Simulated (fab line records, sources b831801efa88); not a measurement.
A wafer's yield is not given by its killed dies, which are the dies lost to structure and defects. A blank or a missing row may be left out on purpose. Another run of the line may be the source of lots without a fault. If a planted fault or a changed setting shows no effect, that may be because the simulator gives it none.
A lot that was struck, set against a sound lot -- flow gf180mcu -- 37 out of 602 route steps
Sound: these wafers, L659.2, L659.3, L659.5. Struck: wafer L662.2 (left out: L662.1, L662.5 of the same lot, which were not struck); the cause appears at the end.
Order at every step that has rows: each side's tool, ch and its chambers, its first start. Under that, the readings that differ: sound wafers -- struck wafers -- difference of the means -- sigmas: that difference in standard deviations of wafers without a fault.
alike: same words and numbers on both sides, and readings whose means sit less than 2 such deviations apart. not compared: any withheld reading, any reading some wafer has no value for, any bound like >300 that may hide the same value, and any number with overlapping values for which the record gives no deviation.
A row with sigmas, a row that says differs or no value, or rows on one side alone: a step with any of these is where the two part. Numbers that have no deviation but don't overlap get no sigmas and don't part them. A reading missing from all wafers of one side parts the sides only when that side holds two or more wafers.

first, 2 steps without rows for these wafers: GF_M4_PEB_12 (peb time 90 s); GF_M4_DEVELOP_13 (develop time 60 s).
GF_M4_CD_MEAS_14 targets a cd of 280 nm.
  sound on cd sem-02 at day 24 04:47; struck on cd sem-02 at day 25 05:04
  alike: cd nm
GF_M4_OVL_MEAS_15:
  sound on overlay-02 at day 24 04:53; struck on overlay-02 at day 25 05:11
  alike: M4_OVL
then, 1 step without rows for these wafers: GF_M4_METAL_ETCH_16 (etches the open film in Cl2/BCl3, stops on SiO2, target depth 750.8 nm, time 125.1 s).
GF_M4_STRIP_17: strips in O2/N2.
  sound on plasma asher-02 ch 0,1, day 24 05:03; struck on plasma asher-01 ch 1, day 25 05:21
reading,sound,struck,difference,sigmas
drypump motor current A (A),6.16 5.93 5.93,5.54,-0.47,-2
  alike: heater power w, n2 flow sccm, oes product au, strip time to endpoint s
  not compared: rf hours counter h
then, 3 steps without rows for these wafers: GF_M4_STRIP_18 (strips in post etch residue remover, time 1200 s); GF_M4_CLEAN_19 (cleans in DIW); GF_V4_CVD_00 (deposits SiO2, target thk 600 nm, time 100 s).
GF_V4_THK_MEAS_01:
  sound on film metro-04 at day 24 06:01; struck on film metro-03 at day 25 05:59
  alike: V4_CVD_00_THK
then, 1 step without rows for these wafers: GF_V4_CVD_02 (deposits SiO2 from TEOS, target thk 850 nm, time 94.851 s).
GF_V4_THK_MEAS_03:
  sound on film metro-01 at day 24 06:08; struck on film metro-01 at day 25 06:07
  alike: V4_CVD_02_THK
GF_V4_CMP_04: polishes SiO2.
  sound on cmp-02 ch 0,1,3, day 24 06:14; struck on cmp-01 ch 2, day 25 06:17
reading,sound,struck,difference,sigmas
time to endpoint s (s),73 72 77,51,-23,-4
model.SiO2_of_V4_CVD_02.thk nm (nm),631.6 631.1 631.1,692.8,+61.5,
  alike: motor current A
GF_V4_BOW_MEAS_05:
  sound on film metro-01 at day 24 06:31; struck on film metro-04 at day 25 06:29
  alike: V4_BOW
then, 8 steps without rows for these wafers: GF_V4_DEHYDRATE_06 (time 60 s); GF_V4_HMDS_07 (prime time 60 s); GF_V4_COAT_08; GF_V4_COAT_09 (resist thk 1000 nm); GF_V4_SOFTBAKE_10 (time 60 s); GF_V4_EXPOSE_11 (exposes mask Via4, target cd 260 nm); GF_V4_PEB_12 (peb time 90 s); GF_V4_DEVELOP_13 (develop time 60 s).
GF_V4_CD_MEAS_14 targets a cd of 260 nm.
  sound on cd sem-02 at day 25 04:26; struck on cd sem-01 at day 26 03:47
reading,sound,struck,difference,sigmas
cd nm (nm),260.5 260.5 261.6,258.1,-2.8,-2
GF_V4_OVL_MEAS_15:
  sound on overlay-01 at day 25 04:32; struck on overlay-01 at day 26 03:55
reading,sound,struck,difference,sigmas
V4_OVL (nm),-8 -9 -10,8,+17,+3
GF_V4_ETCH_16: etches BARC in N2/H2.
  sound on rie diel-02 ch 2,3, day 25 04:34; struck on rie diel-01 ch 1, day 26 03:57
  alike: drypump motor current A, n2 flow sccm, oes product au, throttle valve pct
GF_V4_ETCH_17: etches SiO2 in C4F8/O2/Ar, stops on TiN, target depth 630 nm.
  sound on rie diel-02 ch 2,3; struck on rie diel-01 ch 1
reading,sound,struck,difference,sigmas
oes product au (a.u.),0.867 0.854 0.858,0.902,+0.042,+9
model.etch.depth nm (nm),631.6 631.1 631.1,692.8,+61.5,
model.V4.feature depth nm (nm),631.6 631.1 631.1,692.8,+61.5,
then, 3 steps without rows for these wafers: GF_V4_STRIP_18 (strips in O2/N2); GF_V4_STRIP_19 (strips in post etch residue remover, time 1200 s); GF_V4_CLEAN_20 (cleans in DIW).
GF_V4_SPUTTER_21: material Ti, target thk 15 nm, time 80.02 s.
  sound on pvd sputter-01 at day 25 05:16; struck on pvd sputter-03 at day 26 04:53
  alike: cathode dc power W, throttle valve pct
then, 1 step without rows for these wafers: GF_V4_SPUTTER_22 (material TiN, target thk 10 nm, time 40 s).
GF_V4_CVD_23: deposits W, target thk 350 nm, time 104.9 s.
  sound on cvd w-02 ch 0,1, day 25 05:22; struck on cvd w-02 ch 1, day 26 04:59
  alike: heater power w
GF_V4_RS_MEAS_24: measures by four-point-probe.
  sound on film metro-04 at day 25 05:30; struck on film metro-01 at day 26 05:06
  alike: V4_W_RS
GF_V4_THK_MEAS_25: measures by xrf.
  sound on film metro-04 at day 25 05:37; struck on film metro-01 at day 26 05:13
  alike: V4_W_THK
GF_V4_CMP_26: polishes, stops on SiO2, t overpolish 15 s, target thk 0 nm.
  sound on cmp-02 ch 0,1,2, day 25 05:43; struck on cmp-01 ch 3, day 26 05:17
reading,sound,struck,difference,sigmas
model.SiO2_of_V4_CVD_02.thk nm (nm),627.8 627.3 627.3,689,+62,
  alike: motor current A
GF_MIM_SPUTTER_00: material Ti, target thk 37.5 nm, time 150 s.
  sound on pvd sputter-01 at day 25 05:58; struck on pvd sputter-01 at day 26 05:35
reading,sound,struck,difference,sigmas
cathode dc power W (W),3999.9 4000.1 4000.8,3998.9,-1.4,-2
  alike: throttle valve pct
-- the record jumps here: 4 days lie between the struck wafers' starts before and after (it left off in module MIM and takes up again in module PASSIVATION, whose first step shown is number 602 of the route) --
GF_PASSIVATION_PROBE_99:
  rows exist in the record for the struck wafers here (prober-01, day 30 13:56), but not for the sound ones

== WHERE THEY PART ==
Earliest at GF_M4_STRIP_17; latest, in this record, at GF_PASSIVATION_PROBE_99.

WHY: the cause the simulator had injected
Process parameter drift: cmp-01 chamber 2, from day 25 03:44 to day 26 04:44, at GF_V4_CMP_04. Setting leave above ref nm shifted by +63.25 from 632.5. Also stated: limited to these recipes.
